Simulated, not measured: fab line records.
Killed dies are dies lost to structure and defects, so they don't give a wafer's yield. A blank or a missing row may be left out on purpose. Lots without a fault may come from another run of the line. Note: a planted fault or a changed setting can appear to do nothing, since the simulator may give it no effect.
Which of the tools did it? | flow gf180mcu | Sampling: 12 lots, 36 wafers, 2 of 602 route steps

WHAT THE GAUGES READ, wafer by wafer
GF_MVSD_TW_MEAS_11.
lot  | measured     | on            | MVSD_TW
L075 | day 4 18:50  | film metro-02 | 1573 1575 1571
L077 | day 5 07:39  | film metro-03 | 1562 1565 1559
L079 | day 5 18:11  | film metro-02 | 1572 1565 1563
L081 | day 6 06:19  | film metro-02 | 1566 1565 1566
L083 | day 6 19:53  | film metro-03 | 1551 1558 1553
L085 | day 7 08:29  | film metro-04 | 1596 1594 1591
L087 | day 7 18:02  | film metro-03 | 1555 1555 1554
L089 | day 8 06:11  | film metro-03 | 1562 1557 1554
L091 | day 8 15:35  | film metro-03 | 1550 1555 1552
L093 | day 9 05:35  | film metro-02 | 1571 1574 1575
L095 | day 9 15:53  | film metro-04 | 1593 1588 1595
L097 | day 10 03:41 | film metro-02 | 1564 1573 1564

TOOL THAT RAN EACH LOT (tool first, then ch and the chambers of the sampled wafers, then the start)
lot  | GF_LVPWELL_STRIP_10
L075 | plasma asher-04 ch 0,1, day 4 03:51
L077 | plasma asher-02 ch 0,1, day 4 17:03
L079 | plasma asher-02 ch 0,1, day 5 02:54
L081 | plasma asher-04 ch 0,1, day 5 15:00
L083 | plasma asher-01 ch 0,1, day 6 03:30
L085 | plasma asher-01 ch 0,1, day 6 15:52
L087 | plasma asher-02 ch 0,1, day 7 00:57
L089 | plasma asher-02 ch 0,1, day 7 12:29
L091 | plasma asher-01 ch 0,1, day 7 22:21
L093 | plasma asher-01 ch 0,1, day 8 12:05
L095 | plasma asher-04 ch 0,1, day 8 21:47
L097 | plasma asher-01 ch 0,1, day 9 08:41
- GF_LVPWELL_STRIP_10: strips in O2/N2.

THE ANSWER, worked out from the rows above alone
Rule: the usual values come from the lots themselves. Put in order of their means at a reading, lots are off if they are a third of the lots or fewer, leave a main group of 4 or more, and stand apart from it by a gap of 3 or more times the standard deviation of the main group's means; of several such gaps the widest counts. The tables above print the reading to a certain number of digits; a main group whose means all agree to those digits is not used. A lot without any number at a reading at which 4 lots or more have one is off too. The other lots that the step has rows for count as sound.
No lot is off at any reading shown: from this, nothing can be told.

WHAT THE SIMULATOR HAD PUT IN
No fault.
